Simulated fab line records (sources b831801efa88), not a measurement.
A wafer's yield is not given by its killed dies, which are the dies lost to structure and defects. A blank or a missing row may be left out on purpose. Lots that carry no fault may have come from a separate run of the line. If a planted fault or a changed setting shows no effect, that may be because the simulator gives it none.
Which tool was responsible? + flow sky130 + 12 lots with 36 wafers sampled at 3 steps, on a route of 708 steps

WHAT EACH GAUGE READ, for each wafer
SKY_SD_N_RS_MEAS_18: a four-point-probe measurement.
| lot  | measured     | on           | RES_XHIGH_RS (ohm/sq) |
|------|--------------|--------------|-----------------------|
| L496 | day 29 05:35 | filmMetro-02 | 333.2 333.6 333.2     |
| L497 | day 29 17:10 | filmMetro-03 | 333.6 333.8 333.1     |
| L498 | day 29 20:56 | filmMetro-03 | 332.8 332.5 334.0     |
| L499 | day 29 23:07 | filmMetro-01 | 332.5 332.9 331.3     |
| L500 | day 30 08:37 | filmMetro-03 | 335.3 332.6 333.1     |
| L501 | day 30 18:44 | filmMetro-02 | 333.1 333.4 333.2     |
| L502 | day 31 02:49 | filmMetro-02 | 335.4 333.0 334.3     |
| L503 | day 31 05:45 | filmMetro-01 | 332.1 332.0 331.4     |
| L508 | day 33 16:07 | filmMetro-03 | 335.6 335.3 335.8     |
| L512 | day 34 01:47 | filmMetro-03 | 332.7 332.6 331.5     |
| L513 | day 34 08:53 | filmMetro-03 | 333.6 332.6 333.3     |
| L514 | day 34 19:28 | filmMetro-03 | 333.7 333.9 332.0     |

TOOL THAT RAN EACH LOT (tool first, then ch and the chambers of the sampled wafers, then the start)
| lot  | SKY_NWELL_DEHYDRATE_03          | SKY_POLY_CUT_ETCH_10              |
|------|---------------------------------|-----------------------------------|
| L496 | lithoTrack-02 ch 0, day 5 01:55 | rieDiel-01 ch 0,2,3, day 25 16:02 |
| L497 | lithoTrack-01 ch 0, day 5 11:56 | rieDiel-02 ch 0,1,2, day 26 04:37 |
| L498 | lithoTrack-02 ch 0, day 5 12:44 | rieDiel-03 ch 0,2,3, day 26 07:18 |
| L499 | lithoTrack-02 ch 0, day 5 15:20 | rieDiel-02 ch 0,2,3, day 26 09:16 |
| L500 | lithoTrack-03 ch 0, day 5 23:07 | rieDiel-01 ch 2,3, day 26 19:49   |
| L501 | lithoTrack-01 ch 0, day 6 05:19 | rieDiel-01 ch 0,1,2, day 27 06:18 |
| L502 | lithoTrack-01 ch 0, day 6 09:14 | rieDiel-01 ch 0,3, day 27 14:31   |
| L503 | lithoTrack-02 ch 0, day 6 12:59 | rieDiel-03 ch 1,2, day 27 17:18   |
| L508 | lithoTrack-02 ch 0, day 7 22:20 | rieDiel-01 ch 0,1, day 30 05:37   |
| L512 | lithoTrack-03 ch 0, day 8 17:26 | rieDiel-01 ch 0,3, day 30 15:36   |
| L513 | lithoTrack-01 ch 0, day 8 23:10 | rieDiel-01 ch 0,1, day 30 22:22   |
| L514 | lithoTrack-01 ch 0, day 9 06:02 | rieDiel-03 ch 0,1,2, day 31 07:34 |
- SKY_NWELL_DEHYDRATE_03: time 60 s.
- SKY_POLY_CUT_ETCH_10: etches BARC in N2/H2, stops on SiO2, time 45.9 s, target depth 60 nm.

AS READ BY THE TOOLS THEMSELVES (means over the sampled wafers that have a number; for cases with no such wafer, the mark the record gives instead)
SKY_NWELL_DEHYDRATE_03.
| lot  | tool          | exhaustPa (Pa) | heaterPowerTotalW (W) | runLengthS (s) |
|------|---------------|----------------|-----------------------|----------------|
| L496 | lithoTrack-02 | 44.8           | 160.34                | 89.05          |
| L497 | lithoTrack-01 | 44.0           | 160.43                | 89.15          |
| L498 | lithoTrack-02 | 44.7           | 160.44                | 88.99          |
| L499 | lithoTrack-02 | 45.4           | 160.32                | 88.96          |
| L500 | lithoTrack-03 | 44.0           | 160.41                | 89.23          |
| L501 | lithoTrack-01 | 44.9           | 160.27                | 89.19          |
| L502 | lithoTrack-01 | 45.2           | 160.50                | 89.08          |
| L503 | lithoTrack-02 | 45.2           | 160.43                | 88.98          |
| L508 | lithoTrack-02 | 44.6           | 160.42                | 88.97          |
| L512 | lithoTrack-03 | 45.6           | 160.47                | 89.33          |
| L513 | lithoTrack-01 | 44.9           | 160.30                | 95.37          |
| L514 | lithoTrack-01 | 44.4           | 160.46                | 95.33          |

SKY_POLY_CUT_ETCH_10.
| lot  | tool       | drypumpMotorCurrentA (A) | oesProductAu (a.u.) | throttleValvePct (%) |
|------|------------|--------------------------|---------------------|----------------------|
| L496 | rieDiel-01 | 5.5                      | 0.856               | 13.225               |
| L497 | rieDiel-02 | 5.3                      | 0.857               | 13.227               |
| L498 | rieDiel-03 | 5.8                      | 0.855               | 13.220               |
| L499 | rieDiel-02 | 5.4                      | 0.858               | 13.228               |
| L500 | rieDiel-01 | 5.4                      | 0.853               | 13.230               |
| L501 | rieDiel-01 | 5.6                      | 0.855               | 13.228               |
| L502 | rieDiel-01 | 5.1                      | 0.859               | 13.216               |
| L503 | rieDiel-03 | 6.1                      | 0.858               | 13.216               |
| L508 | rieDiel-01 | 5.4                      | 0.858               | 13.222               |
| L512 | rieDiel-01 | 5.3                      | 0.854               | 13.222               |
| L513 | rieDiel-01 | 5.4                      | 0.854               | 13.221               |
| L514 | rieDiel-03 | 5.8                      | 0.855               | 13.227               |

THE ANSWER, worked out from the rows above alone
Rule: what is usual is taken from the lots themselves. The widest of any qualifying gaps counts: lots, ordered by their means at a reading, are off when they make up no more than a third of the lots, leave a main group of 4 or more, and stand apart from it by 3 or more times the standard deviation of that group's means. A main group is skipped when, at the precision printed for the reading in the tables above, its means are all equal. Also off: a lot with no number at a reading for which 4 or more lots have one. Where the step has rows for the other lots, those lots are counted as sound. The gauges are gone through in route order, then the tools' own readings, and for those a lot's mean is taken as printed above. At the first step where some lot is off, the reading lying furthest off is the one used; lots without a number count as furthest.
Off at SKY_NWELL_DEHYDRATE_03 (runLengthS): L513, L514. Mean 89.09 s and standard deviation 0.12 in the main group.
If a tool, at that step or one of the process steps before it, ran each lot that is off and ran no sound lot following the first of them, it fits. One fits: SKY_NWELL_DEHYDRATE_03 on lithoTrack-01. Its last sound lot is L502 (day 6 09:14), its first lot that is off L513 (day 8 23:10): a fault that began between those two fits.
On the lots that are off, the tool's own readings at SKY_NWELL_DEHYDRATE_03 differ by more than 5 times the standard deviation of the sound lots' means, which bears it out; runLengthS reads 95.35 s there versus 89.09 s on the sound lots.

WHAT HAD BEEN PUT IN BY THE SIMULATOR
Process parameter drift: lithoTrack-01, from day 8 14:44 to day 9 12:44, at SKY_NWELL_DEHYDRATE_03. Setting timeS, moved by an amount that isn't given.
Struck lots among those shown: L513, L514. The rule given above showed the same thing.
